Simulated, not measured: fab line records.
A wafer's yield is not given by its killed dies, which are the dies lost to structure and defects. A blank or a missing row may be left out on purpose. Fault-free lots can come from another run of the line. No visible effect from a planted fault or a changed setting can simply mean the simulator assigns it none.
A struck lot beside a sound one -- flow sfq_line -- 14 out of 325 route steps
Sound: the wafers L971.1, L971.2, L971.5. Struck: wafer L976.2. (L976.1, L976.5 of the same lot were not struck and are left out.) The cause comes at the end.
For every step that has rows: the tool of each side, followed by ch and its chambers, followed by its first start. Under that, the readings that differ: sound wafers -- struck wafers -- difference of the means -- sigmas: that difference in standard deviations of wafers without a fault.
alike: readings whose means differ by less than 2 such deviations, and words and numbers that are the same on both sides. not compared: withheld readings, readings that some wafer has no value for, bounds like >300 that may hide the same value, and numbers for which the record gives no deviation and whose values overlap.
A row with sigmas, a row that says differs or no value, or rows on one side alone: a step with any of these is where the two part. Numbers that don't overlap but have no deviation are shown without sigmas and don't part them. A reading missing from all wafers of one side parts the sides only when that side holds two or more wafers.

first, 6 steps without rows for these wafers: SFQ_TRILAYER_M4_LITHO_COAT_098 (resist thk 62 nm); SFQ_TRILAYER_M4_LITHO_COAT_093 (resist thk 600 nm); SFQ_TRILAYER_M4_LITHO_SOFTBAKE_097; SFQ_TRILAYER_M4_LITHO_EXPOSE_094 (exposes mask M4, target cd 500 nm); SFQ_TRILAYER_M4_LITHO_PEB_096 (peb time 60 s); SFQ_TRILAYER_M4_LITHO_DEVELOP_095 (time 60 s).
SFQ_M4_OVL_MEAS_926:
  sound on overlay-02 at day 49 08:24; struck on overlay-01 at day 51 12:19
  alike: M4_OVL
SFQ_TRILAYER_M4_BARC_OPEN_METAL_ETCH_123: etches BARC in O2, target depth 125 nm, time 41.7 s.
  sound on rie_metal-01 ch 0,1, day 49 08:26; struck on rie_metal-03 ch 1, day 51 12:22
  alike: bias_w, drypump_motor_current_A, oes_product_au
  not compared: rf_hours_counter_h
SFQ_TRILAYER_M4_ETCH_METAL_ETCH_096: etches Nb in Cl2/Ar, stops on SiO2, target depth 240 nm, time 120 s.
  sound on rie_metal-01 ch 0,1, day 49 08:30; struck on rie_metal-03 ch 1, day 51 12:25
reading,sound,struck,difference,sigmas
oes_product_au (a.u.),0.899 0.898 0.891,0.916,+0.020,+2
  alike: bias_w, drypump_motor_current_A
  not compared: rf_hours_counter_h
SFQ_TRILAYER_M4_STRIP_STRIP_097: strips in O2.
  sound on rie_metal-01 ch 0,1, day 49 08:37; struck on rie_metal-03 ch 1, day 51 12:32
  alike: drypump_motor_current_A, oes_product_au
  not compared: rf_hours_counter_h
then, 1 step without rows for these wafers: SFQ_TRILAYER_M4_STRIP_SOLV_CLEAN_098 (cleans in NMP, time 600 s).
SFQ_TRILAYER_I4_DEP_PECVD_099: deposits SiO2 from SiH4/N2O, time 111.11 s, target thk 500 nm.
  sound on pecvd-04 ch 0,1,2, day 49 09:24; struck on pecvd-01 ch 1, day 51 13:20
  alike: heater_power_w, showerhead_vpp_V, throttle_valve_pct
SFQ_TRILAYER_I4_CMP_CMP_100: polishes SiO2.
  sound on cmp-02 ch 0,1,3, day 49 09:58; struck on cmp-01 ch 1, day 51 20:37
reading,sound,struck,difference,sigmas
time_to_endpoint_s (s),214 215 217,112,-103,-15
  alike: motor_current_A
SFQ_I4_BOW_MEAS_927:
  sound on film_metro-04 at day 49 12:28; struck on film_metro-03 at day 51 22:37
  alike: I4_BOW

WHERE THEY PART
Earliest at SFQ_TRILAYER_M4_ETCH_METAL_ETCH_096; latest, in this record, at SFQ_TRILAYER_I4_CMP_CMP_100. Later steps at which nothing parts them and some readings are alike: SFQ_I4_BOW_MEAS_927.

WHY: the cause the simulator had injected
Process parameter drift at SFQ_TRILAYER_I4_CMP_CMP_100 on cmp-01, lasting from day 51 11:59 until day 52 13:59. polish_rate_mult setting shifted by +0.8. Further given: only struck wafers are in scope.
